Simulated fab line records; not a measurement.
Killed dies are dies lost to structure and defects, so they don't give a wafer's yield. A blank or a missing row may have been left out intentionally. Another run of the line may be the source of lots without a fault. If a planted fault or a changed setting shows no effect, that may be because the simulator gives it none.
One fault seen from 2 desks + flow sky130 + each desk has only its own numbers; what lay behind them comes last

## AT THE TOOL OWNER'S DESK: pvdSputter-03
At SKY_LOCAL_INTERCONNECT_SPUTTER_00 (material TiN, target thk 100 nm, time 83.3 s) the tool's own readings: per lot run on this tool, the mean of the sampled wafers that have a number. A lot is out of limits, marked OUT, if its mean lies more than 4 standard deviations from the usual mean; the brackets give that distance.
Columns: A = throttleValvePct at SKY_LOCAL_INTERCONNECT_SPUTTER_00, usual 30.0 %
| lot  | first seen here | A    |
|------|-----------------|------|
| L708 | day 33 07:16    | 29.7 |
| L714 | day 35 21:04    | 29.8 |
This desk found nothing out of limits on any of the 2 lots.

## THE METROLOGY DESK
What the gauges read for every lot (on any tool): the sampled wafers with a number, averaged. A lot is out of limits, marked OUT, if its mean lies more than 4 standard deviations from the usual mean; the brackets give that distance.
Columns: A = LI_CONTACT_OVL at SKY_LI_CONTACT_OVL_MEAS_13, usual 0 nm; B = LI_CONTACT_W_RS at SKY_LI_CONTACT_RS_MEAS_22, usual 0.286 ohm/sq; C = LI_CONTACT_W_THK at SKY_LI_CONTACT_THK_MEAS_23, usual 410 nm; D = LOCAL_INTERCONNECT_TIN_RS at SKY_LOCAL_INTERCONNECT_RS_MEAS_01, usual 14.16 ohm/sq; E = LOCAL_INTERCONNECT_TIN_THK at SKY_LOCAL_INTERCONNECT_THK_MEAS_02, usual 98.5 nm; F = cdNm at SKY_LOCAL_INTERCONNECT_CD_MEAS_11, usual 170.1 nm; G = LOCAL_INTERCONNECT_OVL at SKY_LOCAL_INTERCONNECT_OVL_MEAS_12, usual -3 nm
| lot  | first seen here | A  | B     | C   | D     | E    | F     | G  |
|------|-----------------|----|-------|-----|-------|------|-------|----|
| L697 | day 29 00:25    | 2  | 0.282 | 410 | 14.18 | 98.4 | 170.4 | -6 |
| L708 | day 33 06:02    | 1  | 0.286 | 420 | 14.21 | 98.7 | 171.8 | -5 |
| L714 | day 35 19:52    | -2 | 0.283 | 408 | 14.07 | 99.5 | 170.4 | -4 |
| L716 | day 36 10:10    | 9  | 0.285 | 401 | 13.98 | 99.7 | 166.3 | -8 |
| L718 | day 38 03:15    | -7 | 0.286 | 407 | 14.16 | 98.3 | 168.5 | -5 |
This desk found nothing out of limits on any of the 5 lots.

## PUT TOGETHER
Nothing out of limits was seen by the tool owner's desk.
At the metrology desk, nothing out of limits was observed.

## WHAT THE SIMULATOR HAD PUT IN
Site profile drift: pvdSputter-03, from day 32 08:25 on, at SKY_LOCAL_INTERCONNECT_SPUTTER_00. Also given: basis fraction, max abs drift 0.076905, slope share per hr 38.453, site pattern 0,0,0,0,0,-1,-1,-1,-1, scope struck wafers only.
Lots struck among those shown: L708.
